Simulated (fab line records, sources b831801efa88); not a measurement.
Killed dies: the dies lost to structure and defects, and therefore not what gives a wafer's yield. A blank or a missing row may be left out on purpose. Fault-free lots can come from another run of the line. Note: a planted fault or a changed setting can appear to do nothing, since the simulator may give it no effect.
Matching of chambers	flow sky130	SKY_PASSIVATION_CVD_02 on pecvd-04 has 3 sister chambers
The step deposits Si3N4, target thk 540 nm. 3 wafers are shown with their chamber, then 8 later ones without.

EACH WAFER AND ITS CHAMBER
wafer	chamber	heater power w (W)
L082.4	1	631
L083.6	0	752
L089.4	2	825

WAFERS MISSING THEIR CHAMBER
wafer	heater power w (W)
L089.5	712
L089.6	623
L090.3	745
L090.5	749
L090.6	776
L091.1	777
L091.2	657
L091.3	764

EACH ONE'S CHAMBER
wafer	from the rows above	in truth
L089.5	can't be placed: 0 or 1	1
L089.6	1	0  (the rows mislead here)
L090.3	0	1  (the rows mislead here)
L090.5	0	0
L090.6	can't be placed: 0 or 2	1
L091.1	can't be placed: 0 or 2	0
L091.2	1	1
L091.3	0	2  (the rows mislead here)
Correctly placed: 2 of 8. Unplaceable from these rows: 3, with the true chamber sitting among the candidates in 2. Wrongly placed: 3.
How it was worked out, from the rows above alone: a wafer's distance from a chamber is the root of the sum, over the readings, of the square of ((its reading less the chamber's mean) divided by the reading's scatter). The wafer belongs to the nearest chamber; if the next one is less than 2 further off, it can't be placed. Each chamber's mean is taken over the wafers shown for it. The scatter: root of mean squared gap, hidden wafer to nearest shown wafer, with one shown wafer a chamber.
